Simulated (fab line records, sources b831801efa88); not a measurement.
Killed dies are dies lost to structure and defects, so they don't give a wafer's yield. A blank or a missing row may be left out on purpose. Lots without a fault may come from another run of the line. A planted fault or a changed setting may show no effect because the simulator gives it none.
Problem report in the 8D (eight disciplines) form, filled by code | flow gf180mcu | the parts of the form that need people (team, actions taken, sign-off) are left out

1. THE PROBLEM
V3_CVD_02_THK at GF_V3_THK_MEAS_03 reads a mean of 922 nm on 9 wafers of 3 lots; wafers without a fault read 848 nm with a standard deviation of 11. That is +6.7 standard deviations from the usual mean.
First seen on wafer L463.4, day 25 18:04, on film_metro-02. The record holds 36 wafers of 12 lots with a number at this step. Rule for "out", or "out of limits": more than 4 standard deviations from the usual mean. The other wafers with a number count as sound.

2. WHAT IT IS AND WHAT IT IS NOT
question                    | is                           | is not
which readings at this step | V3_CVD_02_THK                | -
which lots                  | L463, L464, L465             | L451, L452, L453, L460, L461, L462, L466, L473, L474
which wafers of those lots  | all that have a number       | -
read on which gauges        | film_metro-02, film_metro-04 | film_metro-01
when                        | from day 25 18:04            | up to then (18 sound wafers); but 9 sound wafers of L466, L473, L474 came after

3. SUSPECTS, AND WHAT RULES EACH OUT
Counting: a tool at a process step up to the reading stays a suspect if it ran every lot that is out and no sound lot after the first of them.
- the gauge at GF_V3_THK_MEAS_03: ruled out. The wafers that are out were read on 2 gauges (film_metro-02, film_metro-04).
- pecvd-03 at GF_V3_CVD_02 (deposits SiO2 from TEOS, target thk 850 nm, time 94.851 s): kept. It ran every lot that is out, first L463 (day 25 17:59), and no sound lot after that; its last sound lot up to then is L462 (day 25 10:21). Its own readings are out on those wafers: run_length_s.
Left after counting: pecvd-03 at GF_V3_CVD_02.

4. THE CAUSE (what the simulator had put in)
Process parameter drift: pecvd-03, from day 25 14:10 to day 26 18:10, at GF_V3_CVD_02. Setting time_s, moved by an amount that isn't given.
Counting left only this tool.

5. THE CHAIN OF EFFECTS, in route order
Each row: a reading whose mean over the struck wafers that have a number lies more than 3 standard deviations from the usual. Only readings for which the record gives a usual standard deviation are gone through. hours: the time from each lot's start at the first step in this table that gives one to its start at this step, as a median over the lots. sigmas: the change in usual standard deviations.
hours | step              | reading            | usual   | on struck wafers | change | sigmas
0     | GF_V3_CVD_02      | run_length_s       | 123.0 s | 131.2            | +8.2   | +17
0     | GF_V3_THK_MEAS_03 | V3_CVD_02_THK      | 848 nm  | 922              | +74    | +6.7
0     | GF_V3_CMP_04      | time_to_endpoint_s | 82 s    | 109              | +27    | +4.9
The process steps in it:
- GF_V3_CVD_02: deposits SiO2 from TEOS, target thk 850 nm, time 94.851 s.
- GF_V3_CMP_04: polishes SiO2.
Later measuring or inspecting steps at which every struck wafer that the step has a row for has a number for every such reading, and none has moved that far: GF_V3_BOW_MEAS_05.

6. WHAT WOULD HAVE CAUGHT IT SOONER
In this record the first reading out of limits at a measuring or inspecting step was taken at day 25 18:04, 4 hours after the fault began at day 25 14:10.
The tool's own readings at GF_V3_CVD_02 were out on every struck wafer that the step has a row for (run_length_s): an alarm limit on them would have fired on the first of those.
Of the lots that are out (3), L464, L465 began GF_V3_CVD_02 on pecvd-03 after day 25 18:04. A hold on the tool at that time would have spared those 2.
